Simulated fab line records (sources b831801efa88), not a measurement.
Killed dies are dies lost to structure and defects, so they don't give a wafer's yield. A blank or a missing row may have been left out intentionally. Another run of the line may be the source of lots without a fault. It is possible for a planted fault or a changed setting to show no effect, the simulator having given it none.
Which tool did it? | flow sky130 | Sampling: 14 lots, 42 wafers, 6 of 708 route steps

== WHAT EACH GAUGE READ, for each wafer ==
SKY_SD_P_CD_MEAS_07 targets a cd of 380 nm. Usual: cd_nm at 380.2 nm, with a standard deviation of 2.7.
lot  | measured     | on        | cd_nm (nm)        | flag
L258 | day 27 00:48 | cd_sem-02 | 378.3 376.3 378.2 |
L259 | day 27 05:12 | cd_sem-01 | 379.3 381.7 377.4 |
L261 | day 28 00:32 | cd_sem-02 | - - -             | OFF
L260 | day 28 02:03 | cd_sem-02 | - - -             | OFF
L262 | day 28 02:56 | cd_sem-02 | 383.0 383.2 381.9 |
L263 | day 28 15:50 | cd_sem-02 | 379.1 379.2 377.9 |
L264 | day 29 02:12 | cd_sem-01 | 381.6 380.0 380.0 |
L266 | day 29 13:10 | cd_sem-02 | 382.8 384.6 383.2 |
L267 | day 29 21:55 | cd_sem-02 | 385.3 383.3 386.1 |
L268 | day 30 05:20 | cd_sem-02 | 382.1 383.0 380.0 |
L272 | day 31 18:08 | cd_sem-01 | 375.3 373.7 374.8 |
L275 | day 32 13:19 | cd_sem-01 | 379.8 377.4 377.3 |
L276 | day 32 17:17 | cd_sem-02 | 380.9 379.6 381.9 |
L277 | day 32 23:14 | cd_sem-02 | 384.2 384.0 383.5 |

SKY_RES_XHIGH_TW_MEAS_09. Usual: RES_XHIGH_TW typically reads 1622, with standard deviation 6.5.
lot  | measured     | on            | RES_XHIGH_TW   | flag
L258 | day 28 05:56 | film_metro-03 | 1606 1613 1618 |
L259 | day 28 09:53 | film_metro-01 | 1626 1626 1630 |
L261 | day 29 05:01 | film_metro-04 | 2845 2829 2827 | OFF
L260 | day 29 07:20 | film_metro-03 | 2848 2845 2840 | OFF
L262 | day 29 08:13 | film_metro-01 | 1633 1634 1634 |
L263 | day 29 20:55 | film_metro-03 | 1610 1612 1611 |
L264 | day 30 07:25 | film_metro-04 | 1630 1631 1627 |
L266 | day 30 17:41 | film_metro-01 | 1614 1624 1617 |
L267 | day 31 02:14 | film_metro-04 | 1608 1621 1613 |
L268 | day 31 09:28 | film_metro-01 | 1626 1620 1617 |
L272 | day 32 22:14 | film_metro-01 | 1628 1632 1628 |
L275 | day 33 16:11 | film_metro-01 | 1619 1622 1624 |
L276 | day 33 19:56 | film_metro-04 | 1619 1615 1618 |
L277 | day 34 02:01 | film_metro-01 | 1618 1619 1620 |

SKY_SD_N_CD_MEAS_07 targets a cd of 380 nm. Usual: cd_nm at 379.3 nm, with a standard deviation of 2.
lot  | measured     | on        | cd_nm (nm)        | flag
L258 | day 29 09:35 | cd_sem-02 | 380.3 380.9 380.4 |
L259 | day 29 14:18 | cd_sem-01 | 377.5 380.9 378.1 |
L261 | day 30 09:25 | cd_sem-01 | 378.7 377.9 377.6 |
L260 | day 30 12:14 | cd_sem-02 | 379.3 380.1 378.8 |
L262 | day 30 12:31 | cd_sem-01 | 379.5 377.8 377.8 |
L263 | day 31 00:35 | cd_sem-01 | 378.0 375.8 377.4 |
L264 | day 31 10:52 | cd_sem-01 | 374.5 376.7 376.9 |
L266 | day 31 20:56 | cd_sem-01 | 381.9 380.6 379.6 |
L267 | day 32 05:44 | cd_sem-02 | 382.3 380.1 381.5 |
L268 | day 32 12:44 | cd_sem-02 | 376.8 377.6 376.0 |
L272 | day 34 00:10 | cd_sem-02 | 381.0 383.6 382.5 |
L275 | day 34 18:23 | cd_sem-01 | 381.1 382.8 381.4 |
L276 | day 34 22:01 | cd_sem-01 | 380.6 377.2 379.5 |
L277 | day 35 04:22 | cd_sem-02 | 381.0 379.0 378.9 |

SKY_SD_N_TW_MEAS_12. Usual: SD_N_TW typically reads 3932, with standard deviation 23.
lot  | measured     | on            | SD_N_TW        | flag
L258 | day 29 10:07 | film_metro-04 | 3929 3928 3923 |
L259 | day 29 14:50 | film_metro-04 | 3912 3913 3924 |
L261 | day 30 09:58 | film_metro-03 | 3928 3909 3899 |
L260 | day 30 12:46 | film_metro-04 | 3953 3934 3960 |
L262 | day 30 13:04 | film_metro-03 | 3883 3906 3902 |
L263 | day 31 01:09 | film_metro-04 | 3940 3955 3937 |
L264 | day 31 11:23 | film_metro-01 | 3921 3939 3934 |
L266 | day 31 21:30 | film_metro-04 | 3931 3936 3946 |
L267 | day 32 06:16 | film_metro-01 | 3963 3954 3936 |
L268 | day 32 13:16 | film_metro-04 | 3985 3971 3959 |
L272 | day 34 00:43 | film_metro-01 | 3915 3942 3920 |
L275 | day 34 18:55 | film_metro-03 | 3915 3904 3925 |
L276 | day 34 22:33 | film_metro-03 | 3919 3926 3909 |
L277 | day 35 04:55 | film_metro-01 | 3903 3926 3920 |

== WHAT TOOL EACH LOT RAN ON (gives the tool, then ch and the chambers of the sampled wafers, and finally the start) ==
lot  | SKY_LDD_LDN_STRIP_12                 | SKY_SD_P_COAT_02
L258 | plasma_asher-03 ch 0,1, day 24 12:29 | litho_track-03 ch 0, day 26 11:17
L259 | plasma_asher-02 ch 0,1, day 24 17:14 | litho_track-02 ch 0, day 26 14:56
L261 | plasma_asher-03 ch 0,1, day 25 13:20 | litho_track-01, day 27 09:25
L260 | plasma_asher-01 ch 0,1, day 25 13:52 | litho_track-02, day 27 11:05
L262 | plasma_asher-03 ch 0,1, day 25 14:59 | litho_track-01 ch 0, day 27 12:13
L263 | plasma_asher-02 ch 0,1, day 26 02:11 | litho_track-02 ch 0, day 28 01:17
L264 | plasma_asher-02 ch 0,1, day 26 15:19 | litho_track-01 ch 0, day 28 10:52
L266 | plasma_asher-02 ch 0,1, day 27 02:11 | litho_track-02 ch 0, day 28 23:14
L267 | plasma_asher-01 ch 0,1, day 27 11:08 | litho_track-01 ch 0, day 29 07:53
L268 | plasma_asher-01 ch 0, day 27 18:29   | litho_track-01 ch 0, day 29 14:37
L272 | plasma_asher-03 ch 0,1, day 29 05:41 | litho_track-02 ch 0, day 31 03:18
L275 | plasma_asher-02 ch 0,1, day 30 04:23 | litho_track-03 ch 0, day 31 23:26
L276 | plasma_asher-01 ch 0,1, day 30 08:49 | litho_track-01 ch 0, day 32 03:07
L277 | plasma_asher-02 ch 0,1, day 30 14:41 | litho_track-02 ch 0, day 32 08:44
- SKY_LDD_LDN_STRIP_12: strips in O2/N2.
- SKY_SD_P_COAT_02: resist thk 1140 nm.

== WHAT THE TOOLS THEMSELVES READ (means of the sampled wafers that have a number; where no wafer has one, the mark that the record gives instead) ==
SKY_LDD_LDN_STRIP_12. Usual: drypump_motor_current_A 5.9 A, standard deviation 0.55; oes_product_au 0.715 a.u., standard deviation 0.0045; strip_time_to_endpoint_s 14.18 s, standard deviation 0.036.
lot  | tool            | drypump_motor_current_A (A) | oes_product_au (a.u.) | strip_time_to_endpoint_s (s) | flag
L258 | plasma_asher-03 | 6.1                         | 0.718                 | 14.13                        |
L259 | plasma_asher-02 | 5.3                         | 0.715                 | 14.14                        |
L261 | plasma_asher-03 | 6.1                         | 0.716                 | 14.19                        |
L260 | plasma_asher-01 | 6.3                         | 0.715                 | 14.16                        |
L262 | plasma_asher-03 | 6.2                         | 0.716                 | 14.19                        |
L263 | plasma_asher-02 | 5.7                         | 0.716                 | 14.17                        |
L264 | plasma_asher-02 | 5.7                         | 0.714                 | 14.08                        |
L266 | plasma_asher-02 | 5.7                         | 0.714                 | 14.18                        |
L267 | plasma_asher-01 | 6.3                         | 0.712                 | 14.16                        |
L268 | plasma_asher-01 | 5.6                         | 0.717                 | 14.17                        |
L272 | plasma_asher-03 | 6.2                         | 0.716                 | 14.21                        |
L275 | plasma_asher-02 | 5.6                         | 0.716                 | 14.17                        |
L276 | plasma_asher-01 | 6.0                         | 0.717                 | 14.19                        |
L277 | plasma_asher-02 | 5.3                         | 0.716                 | 14.20                        |

SKY_SD_P_COAT_02. Usual: chill_plate_temp_C 22.98 C, standard deviation 0.1; dispense_pressure_kPa 48 kPa, standard deviation 5.4.
lot  | tool           | chill_plate_temp_C (C) | dispense_pressure_kPa (kPa) | flag
L258 | litho_track-03 | 22.94                  | 51                          |
L259 | litho_track-02 | 23.02                  | 54                          |
L261 | litho_track-01 | -                      | -                           | OFF
L260 | litho_track-02 | -                      | -                           | OFF
L262 | litho_track-01 | 23.03                  | 42                          |
L263 | litho_track-02 | 23.03                  | 54                          |
L264 | litho_track-01 | 23.00                  | 42                          |
L266 | litho_track-02 | 23.05                  | 54                          |
L267 | litho_track-01 | 23.00                  | 42                          |
L268 | litho_track-01 | 22.97                  | 42                          |
L272 | litho_track-02 | 23.08                  | 54                          |
L275 | litho_track-03 | 22.82                  | 51                          |
L276 | litho_track-01 | 22.95                  | 42                          |
L277 | litho_track-02 | 23.15                  | 54                          |

== THE ANSWER, worked out from the rows above alone ==
Rule: lot off if the mean of its wafers having a number is beyond 3 standard deviations from the usual mean. Also off: a lot with no number at a reading for which 4 or more lots have one. Any other lot the step has rows for is counted as sound. First the gauges in route order, then the tools' own readings, where a lot's mean is used as printed above. At the first step where some lot is off, the reading lying furthest off is the one used; lots without a number count as furthest.
Off: L261, L260, at SKY_SD_P_CD_MEAS_07 (cd_nm). Without a number there: L261, L260.
If a tool, at a process step before that reading, ran all the lots that are off and no sound lot after the first of them, it fits. Not tried: the gauges at SKY_SD_P_CD_MEAS_07; whatever is off there is also off at SKY_RES_XHIGH_TW_MEAS_09, on other tools, and gauge error can't account for it. Not one of the candidates tried fits.

== WHAT WAS PUT IN BY THE SIMULATOR ==
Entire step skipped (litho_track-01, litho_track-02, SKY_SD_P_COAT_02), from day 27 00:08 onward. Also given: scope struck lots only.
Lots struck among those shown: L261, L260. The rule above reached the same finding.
